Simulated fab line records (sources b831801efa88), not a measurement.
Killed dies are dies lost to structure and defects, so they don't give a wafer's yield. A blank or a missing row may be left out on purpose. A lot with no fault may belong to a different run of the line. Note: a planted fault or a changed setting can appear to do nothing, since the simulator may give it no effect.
Problem report in the 8D (eight disciplines) form, filled by code || flow gf180mcu || the parts of the form that need people (team, actions taken, sign-off) are left out

== 1. PROBLEM STATEMENT ==
Wafers free of any fault read 849 nm (standard deviation 11) for V3_CVD_02_THK at GF_V3_THK_MEAS_03, against a mean of 522 nm on 2 wafers of 2 lots. Measured from the usual mean, that is -30 standard deviations.
The first sign was on wafer L860.5 at day 26 12:14, on filmMetro-04. Wafers with a number at this step in the record: 32, from 11 lots. By rule, "out" or "out of limits" means more than 4 standard deviations away from the usual mean. The other wafers with a number count as sound.

== 2. WHAT IT IS, AND WHAT IT ISN'T ==
{"question": "which readings at this step", "is": "V3_CVD_02_THK", "is not": "-"}
{"question": "which lots", "is": "L860, L861", "is not": "L845, L848, L849, L851, L855, L858, L863, L864, L865"}
{"question": "which wafers of those lots", "is": "L860.5, L861.2", "is not": "L860.1, L860.4, L861.3"}
{"question": "read on which gauges", "is": "filmMetro-01, filmMetro-04", "is not": "filmMetro-03"}
{"question": "when", "is": "from day 26 12:14", "is not": "up to then (20 sound wafers); but 10 sound wafers of L861, L863, L864, L865 came after"}

== 3. THE SUSPECTS, EACH WITH WHAT RULES IT OUT ==
Counting: if a tool at a process step up to the reading ran every lot that is out, it stays a suspect. Sound lots after the first of them don't rule it out here, since some wafers of a struck lot are sound.
- the gauge at GF_V3_THK_MEAS_03: ruled out. The wafers that are out were read on 2 gauges (filmMetro-01, filmMetro-04).
- pvdSputter-02 at GF_M2_SPUTTER_02 (material AlCu, target thk 450 nm, time 23.9 s): kept. It processed each lot that is out (first: L860, day 23 14:38); up to then, its last sound lot is L845 (day 18 06:07).
- pecvd-03 at GF_V3_CVD_02 (deposits SiO2 from TEOS, target thk 850 nm, time 94.851 s): kept. It processed each lot that is out (first: L860, day 26 12:10); up to then, its last sound lot is L855 (day 24 21:19).
The count leaves pecvd-03 at GF_V3_CVD_02 and pvdSputter-02 at GF_M2_SPUTTER_02.

== 4. THE CAUSE (what the simulator had put in) ==
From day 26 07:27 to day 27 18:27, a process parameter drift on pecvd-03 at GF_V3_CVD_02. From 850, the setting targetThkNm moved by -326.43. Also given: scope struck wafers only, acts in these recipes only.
2 suspects survive the count, and this tool is in that group.

== 5. THE CHAIN OF EFFECTS, in route order ==
Each row: a reading whose mean over the struck wafers that have a number lies more than 3 standard deviations from the usual. Only readings whose record carries a usual standard deviation are examined. hours: median over the lots of the time between each lot's start at the first step of this table that gives one and its start at this step. sigmas: the change, counted in usual standard deviations.
{"hours": 0, "step": "GF_V3_THK_MEAS_03", "reading": "V3_CVD_02_THK", "usual": "849 nm", "on struck wafers": 522, "change": -328, "sigmas": -30}
{"hours": 9, "step": "GF_V3_CMP_04", "reading": "timeToEndpointS", "usual": "81 s", "on struck wafers": 42, "change": -38, "sigmas": -7.9}
{"hours": "-", "step": "GF_V3_ETCH_17", "reading": "oesProductAu", "usual": "0.856 a.u.", "on struck wafers": 0.772, "change": -0.084, "sigmas": -21}
Process steps it contains:
- GF_V3_CMP_04: polishes SiO2.
- GF_V3_ETCH_17: etches SiO2 in C4F8/O2/Ar, stops on TiN, target depth 635 nm.

== 6. HOW IT WOULD HAVE BEEN CAUGHT EARLIER ==
The first out-of-limits reading at a measuring or inspecting step in this record came at day 26 12:14, 5 hours after the fault's start at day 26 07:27.
An alarm limit of 4 standard deviations would not have fired on the tool readings at GF_V3_CVD_02 for which the record gives a usual standard deviation, since none of them was out on any struck wafer.
Of the lots that are out (2), L861 began GF_V3_CVD_02 on pecvd-03 after day 26 12:14. Had the tool been put on hold then, it would have been spared.
